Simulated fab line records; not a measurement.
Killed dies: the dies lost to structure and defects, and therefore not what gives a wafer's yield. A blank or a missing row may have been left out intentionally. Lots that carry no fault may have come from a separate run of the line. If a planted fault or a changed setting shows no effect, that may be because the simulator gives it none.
A single fault, viewed from 2 desks || flow gf180mcu || only its own numbers are on each desk; what lay behind them is given at the end

TOOL OWNER'S DESK, pvd sputter-02
The tool's own readings at GF_M1_SPUTTER_00 (material Ti, target thk 37.5 nm, time 150 s): means of the sampled wafers that have a number, for each lot that ran on this tool. A lot is out of limits, marked OUT, if its mean lies more than 4 standard deviations from the usual mean; the brackets give that distance.
Columns: A = throttle valve pct at GF_M1_SPUTTER_00, usual 30.0 %
{"lot": "L770", "first seen here": "day 19 05:29", "A": 30.5}
{"lot": "L771", "first seen here": "day 19 15:41", "A": 30.0}
{"lot": "L781", "first seen here": "day 23 00:59", "A": 30.0}
{"lot": "L783", "first seen here": "day 23 17:33", "A": 29.9}
Finding of this desk: none of the 4 lots has anything out of limits.

FROM THE METROLOGY DESK
What the gauges read for every lot (on any tool): the sampled wafers with a number, averaged. A lot is out of limits, marked OUT, if its mean lies more than 4 standard deviations from the usual mean; the brackets give that distance.
Columns: A = CONTACT_W_RS at GF_CONTACT_RS_MEAS_25, usual 0.381 ohm/sq; B = CONTACT_W_THK at GF_CONTACT_THK_MEAS_26, usual 306 nm
{"lot": "L764", "first seen here": "day 16 22:44", "A": 0.376, "B": 308}
{"lot": "L770", "first seen here": "day 19 05:00", "A": 0.382, "B": 307}
{"lot": "L771", "first seen here": "day 19 15:13", "A": 0.376, "B": 312}
{"lot": "L781", "first seen here": "day 23 00:30", "A": 0.379, "B": 309}
{"lot": "L783", "first seen here": "day 23 17:04", "A": 0.384, "B": 306}
{"lot": "L784", "first seen here": "day 24 00:51", "A": 0.384, "B": 299}
Finding of this desk: none of the 6 lots has anything out of limits.

PUT TOGETHER
Nothing out of limits was seen by the tool owner's desk.
Nothing out of limits was seen by the metrology desk.

WHAT THE SIMULATOR HAD INSERTED
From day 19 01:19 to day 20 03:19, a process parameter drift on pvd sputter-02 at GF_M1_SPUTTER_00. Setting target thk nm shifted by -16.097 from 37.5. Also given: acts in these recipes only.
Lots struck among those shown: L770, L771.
